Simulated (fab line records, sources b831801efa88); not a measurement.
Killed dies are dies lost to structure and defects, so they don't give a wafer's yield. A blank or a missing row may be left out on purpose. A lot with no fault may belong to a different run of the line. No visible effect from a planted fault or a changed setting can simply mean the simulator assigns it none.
fab line records -- flow sky130 -- part 1 of 2: steps 1 to 44 of 45
[record] lots = 6, wafers = 18, last_day = 50
route steps=708 shown DNWELL@41 PWDE@45 NWELL@56 VT_ADJUST_HVTP@85 PAD_OPEN@708
lots that met no fault: from a run of the same line without faults
start_h: hours from the record's opening day to when the first of the lot's shown wafers began -- wait_h: time in hours since the lot's previous step -- " identical to the entry in the row above -- L1.1+2: a single row standing in for several wafers -- - either no value or no given start -- * or withheld: withheld -- < > ~ a bound
route shown NAME@n: NAME is a module with steps in the file, n the number in the route of the first one -- usual: mean/standard deviation taken from wafers without a fault -- same: alike in all rows -- chamber/n: place in a boat -- sites: per-site readings -- _std_site: standard deviation across them -- _edge_site: inner sites' mean taken away from outer sites' mean -- radius_mm: how far each site lies from the wafer's centre -- mask NAME#n: copy n -- behind: the most recent tool/chamber to have shaped the wafer -- hold: cause of the lot's hold/its duration in hours/its outcome -- device: transistor that didn't switch, given as n, p or np -- end of line: the route-end tests of the same wafers -- where a step has no rows: the recipe by itself -- killed: not the wafer's yield, but the dies lost to structure and defects at the first sort -- map: dies across one wafer; x = killed, . = not, _ = none there
set.NAME: the setting the step ran with; set.NAME@STEP: the setting that earlier step ran with -- model.NAME: the simulator's own value behind a step, which no gauge read
lots at some steps of the route; a table a step, a row a wafer
services: from which hour (start_h, from the record's first day; less than 0 if before it) a tool's chamber was out of use, for how many hours, and why
[[steps]]
[step SKY_DNWELL_DEVELOP_06]
[recipe] wall_angle_deg = 90, developer = TMAH, develop_time_s = 60, dev_temp_c = 23
[step SKY_DNWELL_IMPLANT_07]
[recipe] species = P, energy_kev = withheld, dose_cm2 = withheld, tilt_deg = withheld
[step SKY_DNWELL_STRIP_08]
[recipe] chemistry = O2/N2, power_w = 1400, pressure_mtorr = 1500, platen_temp_c = withheld, o2_flow_sccm = 3000, n2_flow_sccm = 300, overash_fraction = 0.5
[usual] drypump_motor_current_A = 5.6/0.39, oes_product_au = 0.723/0.0045, strip_time_to_endpoint_s = 36.92/0.12
lot.wafer,tool,chamber,start_h,wait_h,drypump_motor_current_A,oes_product_au,rf_hours_counter_h,strip_time_to_endpoint_s
L248.4,plasma_asher-01,0,79.94,0.1,6.0,0.728,-,36.86
L248.5,plasma_asher-01,0,79.94,0.1,6.0,0.724,-,36.90
L248.6,plasma_asher-01,1,79.94,0.1,5.1,0.720,-,36.86
L252.2,plasma_asher-02,0,103.21,0.1,5.9,0.724,37,36.99
L252.3,plasma_asher-02,0,103.21,0.1,5.9,0.722,-,37.02
L252.4,plasma_asher-02,1,103.21,0.1,6.1,0.718,-,36.99
L258.3,plasma_asher-03,0,138.90,0.1,5.4,0.722,-,36.79
L258.5,plasma_asher-03,1,138.90,0.1,5.2,0.721,-,36.89
L258.6,plasma_asher-03,0,138.90,0.1,5.4,0.716,-,36.81
L259.4,plasma_asher-02,1,141.62,0.1,6.1,0.724,-,36.93
L259.5,plasma_asher-02,0,141.62,0.1,6.0,0.727,-,36.94
L259.6,plasma_asher-02,1,141.62,0.1,6.1,0.720,-,36.94
L262.1,plasma_asher-02,1,157.46,0.1,6.1,0.723,4,36.97
L262.4,plasma_asher-02,1,157.46,0.1,6.1,0.723,-,36.90
L262.5,plasma_asher-02,0,157.46,0.1,6.0,0.720,-,36.89
L263.1,plasma_asher-01,0,162.77,0.1,6.0,0.721,51,36.94
L263.4,plasma_asher-01,1,162.77,0.1,5.1,0.726,-,36.91
L263.5,plasma_asher-01,1,162.77,0.1,5.1,0.723,-,36.93
[step SKY_DNWELL_TW_MEAS_09]
[usual] DNWELL_TW = 1113/9.9
lot.wafer,tool,chamber,start_h,wait_h,DNWELL_TW
L248.4,film_metro-01,-,80.04,0.1,1106
L248.5,film_metro-01,-,80.04,0.1,1107
L248.6,film_metro-01,-,80.04,0.1,1107
L252.2,film_metro-02,-,103.32,0.1,1130
L252.3,film_metro-02,-,103.32,0.1,1131
L252.4,film_metro-02,-,103.32,0.1,1132
L258.3,film_metro-01,-,138.99,0.1,1104
L258.5,film_metro-01,-,138.99,0.1,1105
L258.6,film_metro-01,-,138.99,0.1,1102
L259.4,film_metro-04,-,141.72,0.1,1107
L259.5,film_metro-04,-,141.72,0.1,1112
L259.6,film_metro-04,-,141.72,0.1,1110
L262.1,film_metro-01,-,157.56,0.1,1109
L262.4,film_metro-01,-,157.56,0.1,1106
L262.5,film_metro-01,-,157.56,0.1,1111
L263.1,film_metro-04,-,162.87,0.1,1116
L263.4,film_metro-04,-,162.87,0.1,1119
L263.5,film_metro-04,-,162.87,0.1,1118
[step SKY_PWDE_DEHYDRATE_00]
[recipe] temp_c = 200, time_s = 60
[step SKY_PWDE_HMDS_01]
[recipe] prime_time_s = 60, prime_temp_c = 120
[step SKY_PWDE_COAT_02]
[recipe] spin_rpm = 2000, resist_thk_nm = 3000
[step SKY_PWDE_SOFTBAKE_03]
[recipe] temp_c = 110, time_s = withheld
[step SKY_PWDE_EXPOSE_04]
[recipe] mask_id = PWDEM, na = 0.6, source_shape = conventional, sigma_outer = 0.6, polarization = unpolarized, target_cd_nm = 840, dose_mj = 214
[step SKY_PWDE_PEB_05]
[recipe] temp_c = 115, time_s = withheld
[step SKY_PWDE_DEVELOP_06]
[recipe] wall_angle_deg = 90, developer = TMAH, develop_time_s = 60, dev_temp_c = 23
[step SKY_PWDE_OVL_MEAS_07]
[usual] PWDE_OVL = 0.4/1.4
lot.wafer,tool,chamber,start_h,wait_h,PWDE_OVL[nm]
L248.4,overlay-01,-,98.28,-,0.6
L248.5,overlay-01,-,98.28,-,0.4
L248.6,overlay-01,-,98.28,-,0.6
L252.2,overlay-01,-,121.78,-,2.2
L252.3,overlay-01,-,121.78,-,2.7
L252.4,overlay-01,-,121.78,-,3.2
L258.3,overlay-02,-,159.18,-,-0.4
L258.5,overlay-02,-,159.18,-,-3.2
L258.6,overlay-02,-,159.18,-,-1.3
L259.4,overlay-01,-,161.99,-,0.9
L259.5,overlay-01,-,161.99,-,-0.4
L259.6,overlay-01,-,161.99,-,2.1
L262.1,overlay-02,-,177.97,-,-0.7
L262.4,overlay-02,-,177.97,-,-2.0
L262.5,overlay-02,-,177.97,-,-0.7
L263.1,overlay-02,-,183.96,-,1.4
L263.4,overlay-02,-,183.96,-,1.0
L263.5,overlay-02,-,183.96,-,1.7
[step SKY_PWDE_IMPLANT_08]
[recipe] species = B, energy_kev = 150, dose_cm2 = 3.6e+12, tilt_deg = withheld
[usual] beam_on_s = 10.02/0.21, end_station_pressure_torr = 5.02e-06/2.7e-07, faraday_current_uA = 20.3/0.42
lot.wafer,tool,chamber,start_h,wait_h,beam_on_s,end_station_pressure_torr,faraday_current_uA
L248.4,implanter-01,0,98.37,0.1,9.75,4.98e-06,20.8
L248.5,implanter-01,0,98.37,0.1,10.40,5.35e-06,19.6
L248.6,implanter-01,0,98.37,0.1,9.72,4.63e-06,20.9
L252.2,implanter-02,0,121.83,0.0,10.14,5.1e-06,20.1
L252.3,implanter-02,0,121.83,0.0,9.80,5.11e-06,20.8
L252.4,implanter-02,0,121.83,0.0,9.89,4.6e-06,20.5
L258.3,implanter-02,0,159.26,0.1,10.11,4.97e-06,20.1
L258.5,implanter-02,0,159.26,0.1,10.25,4.85e-06,19.8
L258.6,implanter-02,0,159.26,0.1,9.67,5.7e-06,21.0
L259.4,implanter-02,0,162.08,0.1,10.08,5.11e-06,20.0
L259.5,implanter-02,0,162.08,0.1,10.14,5.15e-06,20.1
L259.6,implanter-02,0,162.08,0.1,10.26,5.16e-06,19.8
L262.1,implanter-03,0,178.01,0.0,10.01,4.7e-06,20.2
L262.4,implanter-03,0,178.01,0.0,10.04,5.13e-06,20.2
L262.5,implanter-03,0,178.01,0.0,9.83,5.15e-06,20.7
L263.1,implanter-03,0,183.99,0.0,10.10,4.71e-06,20.1
L263.4,implanter-03,0,183.99,0.0,10.11,5e-06,20.2
L263.5,implanter-03,0,183.99,0.0,10.08,4.51e-06,20.2
[step SKY_PWDE_STRIP_09]
[recipe] chemistry = O2/N2, power_w = 1400, pressure_mtorr = 1500, platen_temp_c = withheld, o2_flow_sccm = 3000, n2_flow_sccm = 300, overash_fraction = 0.5
[usual] drypump_motor_current_A = 5.7/0.41, oes_product_au = 0.723/0.0047, strip_time_to_endpoint_s = 36.87/0.12
lot.wafer,tool,chamber,start_h,wait_h,drypump_motor_current_A,oes_product_au,rf_hours_counter_h,strip_time_to_endpoint_s
L248.4,plasma_asher-04,1,98.48,0.1,6.2,0.728,-,36.96
L248.5,plasma_asher-04,0,98.48,0.1,5.2,0.712,-,36.93
L248.6,plasma_asher-04,1,98.48,0.1,6.1,0.726,-,36.96
L252.2,plasma_asher-03,0,121.96,0.1,5.4,0.725,44,36.87
L252.3,plasma_asher-03,1,121.96,0.1,5.2,0.713,-,36.81
L252.4,plasma_asher-03,0,121.96,0.1,5.4,0.727,-,36.90
L258.3,plasma_asher-03,0,159.39,0.1,5.4,0.719,-,36.99
L258.5,plasma_asher-03,1,159.39,0.1,5.1,0.722,-,37.02
L258.6,plasma_asher-03,0,159.39,0.1,5.4,0.724,-,36.92
L259.4,plasma_asher-04,1,162.19,0.1,6.1,0.729,-,37.13
L259.5,plasma_asher-04,1,162.19,0.1,6.1,0.728,-,37.05
L259.6,plasma_asher-04,0,162.19,0.1,5.3,0.730,-,37.08
L262.1,plasma_asher-04,1,178.16,0.1,6.1,0.722,34,36.80
L262.4,plasma_asher-04,0,178.16,0.1,5.3,0.720,-,36.82
L262.5,plasma_asher-04,0,178.16,0.1,5.2,0.720,-,36.88
L263.1,plasma_asher-04,1,184.14,0.1,6.1,0.724,35,36.65
L263.4,plasma_asher-04,0,184.14,0.1,5.3,0.722,-,36.66
L263.5,plasma_asher-04,1,184.14,0.1,6.1,0.730,-,36.64
[step SKY_PWDE_TW_MEAS_10]
[usual] PWDE_TW = 374/3.7
lot.wafer,tool,chamber,start_h,wait_h,PWDE_TW
L248.4,film_metro-04,-,98.57,0.1,371
L248.5,film_metro-04,-,98.57,0.1,370
L248.6,film_metro-04,-,98.57,0.1,373
L252.2,film_metro-04,-,122.07,0.1,373
L252.3,film_metro-04,-,122.07,0.1,370
L252.4,film_metro-04,-,122.07,0.1,370
L258.3,film_metro-04,-,159.48,0.1,375
L258.5,film_metro-04,-,159.48,0.1,375
L258.6,film_metro-04,-,159.48,0.1,364
L259.4,film_metro-04,-,162.29,0.1,376
L259.5,film_metro-04,-,162.29,0.1,375
L259.6,film_metro-04,-,162.29,0.1,367
L262.1,film_metro-01,-,178.26,0.1,371
L262.4,film_metro-01,-,178.26,0.1,372
L262.5,film_metro-01,-,178.26,0.1,370
L263.1,film_metro-02,-,184.24,0.1,376
L263.4,film_metro-02,-,184.24,0.1,377
L263.5,film_metro-02,-,184.24,0.1,377
[step SKY_NWELL_DEHYDRATE_03]
[recipe] temp_c = 200, time_s = 60
[step SKY_NWELL_HMDS_04]
[recipe] prime_time_s = 60, prime_temp_c = 120
[step SKY_NWELL_COAT_05]
[recipe] spin_rpm = 2000, resist_thk_nm = 3000
[step SKY_NWELL_SOFTBAKE_06]
[recipe] temp_c = 110, time_s = withheld
[step SKY_NWELL_EXPOSE_07]
[recipe] mask_id = NWM, na = 0.6, source_shape = conventional, sigma_outer = 0.6, polarization = unpolarized, target_cd_nm = 840, dose_mj = 255
[step SKY_NWELL_PEB_08]
[recipe] temp_c = 115, time_s = withheld
[step SKY_NWELL_DEVELOP_09]
[recipe] wall_angle_deg = 90, developer = TMAH, develop_time_s = 60, dev_temp_c = 23
[step SKY_NWELL_OVL_MEAS_10]
[usual] NWELL_00_OVL = 0.8/1.2
lot.wafer,tool,chamber,start_h,wait_h,NWELL_00_OVL[nm]
L248.4,overlay-01,-,117.21,-,0.2
L248.5,overlay-01,-,117.21,-,2.3
L248.6,overlay-01,-,117.21,-,1.6
L252.2,overlay-01,-,141.37,-,0.0
L252.3,overlay-01,-,141.37,-,-1.5
L252.4,overlay-01,-,141.37,-,0.1
L258.3,overlay-01,-,180.12,-,2.1
L258.5,overlay-01,-,180.12,-,0.3
L258.6,overlay-01,-,180.12,-,1.3
L259.4,overlay-01,-,182.83,-,1.5
L259.5,overlay-01,-,182.83,-,2.1
L259.6,overlay-01,-,182.83,-,2.4
L262.1,overlay-02,-,199.76,-,0.8
L262.4,overlay-02,-,199.76,-,0.7
L262.5,overlay-02,-,199.76,-,0.7
L263.1,overlay-01,-,205.94,-,2.6
L263.4,overlay-01,-,205.94,-,2.0
L263.5,overlay-01,-,205.94,-,2.8
[step SKY_NWELL_IMPLANT_11]
[recipe] species = P, energy_kev = 400, dose_cm2 = 1.9e+13, tilt_deg = withheld
[step SKY_NWELL_IMPLANT_12]
[recipe] species = P, energy_kev = 120, dose_cm2 = 1.3e+12, tilt_deg = withheld
[step SKY_NWELL_IMPLANT_13]
[recipe] species = P, energy_kev = 50, dose_cm2 = 7e+11, tilt_deg = withheld
[step SKY_NWELL_STRIP_14]
[recipe] chemistry = O2/N2, power_w = 1400, pressure_mtorr = 1500, platen_temp_c = withheld, o2_flow_sccm = 3000, n2_flow_sccm = 300, overash_fraction = 0.5
[usual] drypump_motor_current_A = 5.7/0.42, oes_product_au = 0.722/0.0044, strip_time_to_endpoint_s = 36.90/0.13
lot.wafer,tool,chamber,start_h,wait_h,drypump_motor_current_A,oes_product_au,rf_hours_counter_h,strip_time_to_endpoint_s
L248.4,plasma_asher-01,0,117.71,0.1,5.9,0.723,-,36.76
L248.5,plasma_asher-01,1,117.71,0.1,5.1,0.726,-,36.76
L248.6,plasma_asher-01,0,117.71,0.1,6.0,0.721,-,36.71
L252.2,plasma_asher-04,1,141.85,0.1,6.1,0.713,31,36.66
L252.3,plasma_asher-04,0,141.85,0.1,5.3,0.725,-,36.80
L252.4,plasma_asher-04,1,141.85,0.1,6.1,0.723,-,36.77
L258.3,plasma_asher-02,0,180.63,0.1,6.0,0.725,-,36.84
L258.5,plasma_asher-02,1,180.63,0.1,6.1,0.720,-,36.84
L258.6,plasma_asher-02,0,180.63,0.1,5.9,0.723,-,36.89
L259.4,plasma_asher-02,0,183.33,0.1,6.0,0.715,-,37.01
L259.5,plasma_asher-02,1,183.33,0.1,6.1,0.727,-,37.12
L259.6,plasma_asher-02,0,183.33,0.1,6.0,0.719,-,37.06
L262.1,plasma_asher-01,0,200.25,0.1,5.9,0.722,54,36.66
L262.4,plasma_asher-01,1,200.25,0.1,5.1,0.724,-,36.68
L262.5,plasma_asher-01,0,200.25,0.1,6.0,0.719,-,36.74
L263.1,plasma_asher-04,0,206.43,0.1,5.3,0.720,37,36.94
L263.4,plasma_asher-04,0,206.43,0.1,5.3,0.718,-,36.94
L263.5,plasma_asher-04,0,206.43,0.1,5.3,0.716,-,37.06
[step SKY_NWELL_TW_MEAS_15]
[usual] NWELL_TW = 1829/21
lot.wafer,tool,chamber,start_h,wait_h,NWELL_TW
L248.4,film_metro-02,-,117.81,0.1,1846
L248.5,film_metro-02,-,117.81,0.1,1843
L248.6,film_metro-02,-,117.81,0.1,1836
L252.2,film_metro-01,-,141.96,0.1,1823
L252.3,film_metro-01,-,141.96,0.1,1802
L252.4,film_metro-01,-,141.96,0.1,1812
L258.3,film_metro-02,-,180.72,0.1,1827
L258.5,film_metro-02,-,180.72,0.1,1844
L258.6,film_metro-02,-,180.72,0.1,1846
L259.4,film_metro-04,-,183.43,0.1,1816
L259.5,film_metro-04,-,183.43,0.1,1814
L259.6,film_metro-04,-,183.43,0.1,1809
L262.1,film_metro-01,-,200.35,0.1,1808
L262.4,film_metro-01,-,200.35,0.1,1801
L262.5,film_metro-01,-,200.35,0.1,1807
L263.1,film_metro-02,-,206.53,0.1,1852
L263.4,film_metro-02,-,206.53,0.1,1843
L263.5,film_metro-02,-,206.53,0.1,1857
[step SKY_NWELL_DEHYDRATE_16]
[recipe] temp_c = 200, time_s = 60
[step SKY_NWELL_HMDS_17]
[recipe] prime_time_s = 60, prime_temp_c = 120
[step SKY_NWELL_COAT_18]
[recipe] spin_rpm = 2000, resist_thk_nm = 3000
[step SKY_NWELL_SOFTBAKE_19]
[recipe] temp_c = 110, time_s = withheld
[step SKY_NWELL_EXPOSE_20]
[recipe] mask_id = NWM_COMPLEMENT, na = 0.6, source_shape = conventional, sigma_outer = 0.6, polarization = unpolarized, target_cd_nm = 840, dose_mj = 260
[step SKY_NWELL_PEB_21]
[recipe] temp_c = 115, time_s = withheld
[step SKY_NWELL_DEVELOP_22]
[recipe] wall_angle_deg = 90, developer = TMAH, develop_time_s = 60, dev_temp_c = 23
[step SKY_NWELL_OVL_MEAS_23]
[usual] NWELL_01_OVL = 0.6/1.3
lot.wafer,tool,chamber,start_h,wait_h,NWELL_01_OVL[nm]
L248.4,overlay-02,-,137.21,-,-0.4
L248.5,overlay-02,-,137.21,-,-0.5
L248.6,overlay-02,-,137.21,-,0.0
L252.2,overlay-02,-,161.95,-,1.5
L252.3,overlay-02,-,161.95,-,1.2
L252.4,overlay-02,-,161.95,-,1.1
L258.3,overlay-02,-,201.88,-,-2.5
L258.5,overlay-02,-,201.88,-,-0.7
L258.6,overlay-02,-,201.88,-,-1.5
L259.4,overlay-01,-,204.83,-,3.1
L259.5,overlay-01,-,204.83,-,1.0
L259.6,overlay-01,-,204.83,-,0.4
L262.1,overlay-02,-,223.46,-,-1.3
L262.4,overlay-02,-,223.46,-,-0.6
L262.5,overlay-02,-,223.46,-,-0.6
L263.1,overlay-01,-,229.52,-,0.4
L263.4,overlay-01,-,229.52,-,0.4
L263.5,overlay-01,-,229.52,-,1.1
[step SKY_NWELL_IMPLANT_24]
[recipe] species = B, energy_kev = 140, dose_cm2 = 9.2e+12, tilt_deg = withheld
[step SKY_NWELL_STRIP_25]
[recipe] chemistry = O2/N2, power_w = 1400, pressure_mtorr = 1500, platen_temp_c = withheld, o2_flow_sccm = 3000, n2_flow_sccm = 300, overash_fraction = 0.5
[usual] drypump_motor_current_A = 5.8/0.4, oes_product_au = 0.722/0.0044, strip_time_to_endpoint_s = 36.92/0.12
lot.wafer,tool,chamber,start_h,wait_h,drypump_motor_current_A,oes_product_au,rf_hours_counter_h,strip_time_to_endpoint_s
L248.4,plasma_asher-04,0,137.41,0.1,5.3,0.721,-,36.89
L248.5,plasma_asher-04,0,137.41,0.1,5.2,0.717,-,36.72
L248.6,plasma_asher-04,1,137.41,0.1,6.1,0.725,-,36.86
L252.2,plasma_asher-02,0,162.13,0.1,6.0,0.721,4,36.79
L252.3,plasma_asher-02,1,162.13,0.1,6.1,0.722,-,36.75
L252.4,plasma_asher-02,0,162.13,0.1,6.0,0.726,-,36.81
L258.3,plasma_asher-04,1,202.09,0.1,6.1,0.719,-,36.70
L258.5,plasma_asher-04,1,202.09,0.1,6.1,0.723,-,36.70
L258.6,plasma_asher-04,0,202.09,0.1,5.2,0.721,-,36.83
L259.4,plasma_asher-04,0,205.03,0.1,5.3,0.722,-,37.11
L259.5,plasma_asher-04,1,205.03,0.1,6.1,0.723,-,37.09
L259.6,plasma_asher-04,0,205.03,0.1,5.2,0.723,-,36.97
L262.1,plasma_asher-01,1,223.65,0.1,5.1,0.725,57,36.95
L262.4,plasma_asher-01,1,223.65,0.1,5.1,0.722,-,36.99
L262.5,plasma_asher-01,0,223.65,0.1,5.9,0.722,-,37.05
L263.1,plasma_asher-01,0,229.71,0.1,6.0,0.721,57,36.92
L263.4,plasma_asher-01,1,229.71,0.1,5.1,0.720,-,36.86
L263.5,plasma_asher-01,1,229.71,0.1,5.2,0.722,-,36.82
[step SKY_NWELL_TW_MEAS_26]
[usual] NWELL_2_TW = 498/5.2
lot.wafer,tool,chamber,start_h,wait_h,NWELL_2_TW
L248.4,film_metro-04,-,137.51,0.1,492
L248.5,film_metro-04,-,137.51,0.1,496
L248.6,film_metro-04,-,137.51,0.1,495
L252.2,film_metro-01,-,162.24,0.1,493
L252.3,film_metro-01,-,162.24,0.1,494
L252.4,film_metro-01,-,162.24,0.1,494
L258.3,film_metro-02,-,202.18,0.1,502
L258.5,film_metro-02,-,202.18,0.1,504
L258.6,film_metro-02,-,202.18,0.1,503
L259.4,film_metro-04,-,205.13,0.1,493
L259.5,film_metro-04,-,205.13,0.1,496
L259.6,film_metro-04,-,205.13,0.1,496
L262.1,film_metro-01,-,223.75,0.1,491
L262.4,film_metro-01,-,223.75,0.1,493
L262.5,film_metro-01,-,223.75,0.1,492
L263.1,film_metro-01,-,229.81,0.1,494
L263.4,film_metro-01,-,229.81,0.1,493
L263.5,film_metro-01,-,229.81,0.1,492
[step SKY_NWELL_CLEAN_27]
[recipe] chemistry = SC1/SC2, mix = 1:4:20, temp_c = 70, time_s = 150, dry = n2_spin
[step SKY_NWELL_RTA_28]
[recipe] temp_c = 1050, time_s = 30, idle_temp_c = 650, ramp_up_c_per_s = 150, ramp_down_c_per_s = 90, ambient = N2
[usual] lamp_power_pct = 25.30/0.054, wafer_temp_C_max = 1054.9/0.91
[same] time_s = 30
lot.wafer,tool,chamber,start_h,wait_h,lamp_power_pct,wafer_temp_C_max
L248.4,rtp_anneal-02,0,137.64,0.1,25.22,1055.9
L248.5,rtp_anneal-02,0,137.64,0.1,25.30,1055.5
L248.6,rtp_anneal-02,0,137.64,0.1,25.28,1056.1
L252.2,rtp_anneal-01,0,162.35,0.0,25.24,1056.1
L252.3,rtp_anneal-01,0,162.35,0.0,25.30,1054.0
L252.4,rtp_anneal-01,0,162.35,0.0,25.23,1054.5
L258.3,rtp_anneal-01,0,202.30,0.0,25.21,1054.5
L258.5,rtp_anneal-01,0,202.30,0.0,25.34,1055.7
L258.6,rtp_anneal-01,0,202.30,0.0,25.39,1054.5
L259.4,rtp_anneal-02,0,205.26,0.1,25.32,1055.4
L259.5,rtp_anneal-02,0,205.26,0.1,25.35,1054.7
L259.6,rtp_anneal-02,0,205.26,0.1,25.30,1053.9
L262.1,rtp_anneal-02,0,223.86,0.0,25.35,1053.3
L262.4,rtp_anneal-02,0,223.86,0.0,25.29,1054.2
L262.5,rtp_anneal-02,0,223.86,0.0,25.24,1055.5
L263.1,rtp_anneal-02,0,229.92,0.0,25.28,1055.2
L263.4,rtp_anneal-02,0,229.92,0.0,25.29,1054.3
L263.5,rtp_anneal-02,0,229.92,0.0,25.25,1055.7
[step SKY_NWELL_RS_MEAS_29]
[recipe] thk_meas_gauge = four-point-probe
[usual] NWELL_RS = 624.6/1.8
lot.wafer,tool,chamber,start_h,wait_h,NWELL_RS[ohm/sq]
L248.4,film_metro-01,-,137.75,0.1,625.0
L248.5,film_metro-01,-,137.75,0.1,625.9
L248.6,film_metro-01,-,137.75,0.1,625.6
L252.2,film_metro-02,-,162.46,0.1,623.6
L252.3,film_metro-02,-,162.46,0.1,624.5
L252.4,film_metro-02,-,162.46,0.1,623.7
L258.3,film_metro-04,-,202.41,0.1,626.3
L258.5,film_metro-04,-,202.41,0.1,623.7
L258.6,film_metro-04,-,202.41,0.1,627.8
L259.4,film_metro-01,-,205.37,0.1,628.5
L259.5,film_metro-01,-,205.37,0.1,627.7
L259.6,film_metro-01,-,205.37,0.1,626.0
L262.1,film_metro-02,-,223.96,0.1,623.9
L262.4,film_metro-02,-,223.96,0.1,624.4
L262.5,film_metro-02,-,223.96,0.1,623.9
L263.1,film_metro-02,-,230.02,0.1,623.3
L263.4,film_metro-02,-,230.02,0.1,623.1
L263.5,film_metro-02,-,230.02,0.1,621.6
[step SKY_NWELL_RS_MEAS_31]
[recipe] thk_meas_gauge = four-point-probe
[usual] PWDE_RS = 5278/17
lot.wafer,tool,chamber,start_h,wait_h,hold,PWDE_RS[ohm/sq]
L248.4,film_metro-01,-,137.99,0.1,-,5265
L248.5,film_metro-01,-,137.99,0.1,-,5261
L248.6,film_metro-01,-,137.99,0.1,-,5257
L252.2,film_metro-02,-,162.70,0.1,-,5297
L252.3,film_metro-02,-,162.70,0.1,-,5282
L252.4,film_metro-02,-,162.70,0.1,-,5286
L258.3,film_metro-04,-,202.65,0.1,await_dispo/0.2h/release,5298
L258.5,film_metro-04,-,202.65,0.1,await_dispo/0.2h/release,5272
L258.6,film_metro-04,-,202.65,0.1,await_dispo/0.2h/release,5614
L258.3,film_metro-04,-,202.93,0.3,-,5296
L258.5,film_metro-04,-,202.93,0.3,-,5283
L258.6,film_metro-04,-,202.93,0.3,-,5599
L259.4,film_metro-01,-,205.61,0.1,await_dispo/0.2h/release,5251
L259.5,film_metro-01,-,205.61,0.1,await_dispo/0.2h/release,5261
L259.6,film_metro-01,-,205.61,0.1,await_dispo/0.2h/release,5555
L259.4,film_metro-01,-,205.89,0.3,-,5241
L259.5,film_metro-01,-,205.89,0.3,-,5265
L259.6,film_metro-01,-,205.89,0.3,-,5554
L262.1,film_metro-02,-,224.20,0.1,-,5265
L262.4,film_metro-02,-,224.20,0.1,-,5274
L262.5,film_metro-02,-,224.20,0.1,-,5277
L263.1,film_metro-02,-,230.26,0.1,-,5282
L263.4,film_metro-02,-,230.26,0.1,-,5300
L263.5,film_metro-02,-,230.26,0.1,-,5310
[step SKY_VT_ADJUST_HVTP_DEHYDRATE_00]
[recipe] temp_c = 200, time_s = 60
[usual] plate_temp_C = 200.02/0.15
[same] time_s = 60
lot.wafer,tool,chamber,start_h,wait_h,hold,plate_temp_C
L248.4,litho_track-01,0,147.24,9.2,-,200.31
L248.5,litho_track-01,0,147.24,9.2,-,200.27
L248.6,litho_track-01,0,147.24,9.2,-,200.23
L252.2,litho_track-03,0,172.42,9.7,-,200.13
L252.3,litho_track-03,0,172.42,9.7,-,200.16
L252.4,litho_track-03,0,172.42,9.7,-,200.13
L258.3,litho_track-02,0,213.81,10.9,await_dispo/2.5h/release,200.02
L258.5,litho_track-02,0,213.81,10.9,await_dispo/2.5h/release,200.08
L258.6,litho_track-02,0,213.81,10.9,await_dispo/2.5h/release,199.96
L259.4,litho_track-01,0,216.74,10.8,await_dispo/1.8h/release,199.79
L259.5,litho_track-01,0,216.74,10.8,await_dispo/1.8h/release,199.91
L259.6,litho_track-01,0,216.74,10.8,await_dispo/1.8h/release,199.99
L262.1,litho_track-03,0,235.49,11.3,-,199.97
L262.4,litho_track-03,0,235.49,11.3,-,200.01
L262.5,litho_track-03,0,235.49,11.3,-,199.84
L263.1,litho_track-01,0,241.31,11.0,-,200.15
L263.4,litho_track-01,0,241.31,11.0,-,200.05
L263.5,litho_track-01,0,241.31,11.0,-,200.09
[[key]]
[first_sign] step = SKY_NWELL_RS_MEAS_31, reading = PWDE_RS, direction = up, sigmas = 18, usual = 5278, struck = 5584
[effect] step = SKY_NWELL_RS_MEAS_31, reading = hold, direction = added
[model_effect] step = SKY_PAD_OPEN_PROBE_99, value = etest.res_p_drift_20v.line_ohm_um, without = 1.187e+04, struck = 1.312e+04
met_at SKY_PWDE_IMPLANT_08
struck_wafers L258.6,L259.6
tester_left_out L258,L259
onset_between 121.83 159.26
[fault] kind = process_parameter_drift, tool = implanter-02, chamber = -, onset_h = 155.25, steps = SKY_PWDE_IMPLANT_08, channel = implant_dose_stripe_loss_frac, offset = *, shape = step, end_h = 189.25, scope = struck_wafers_only
// tester_left_out: of these lots the tester's yield and bins aren't shown, on N5 and GAA mostly nor the transistor test; their killed dies are dies lost to structure and defects alone, not to doping, threshold or leakage, so they don't give the yield
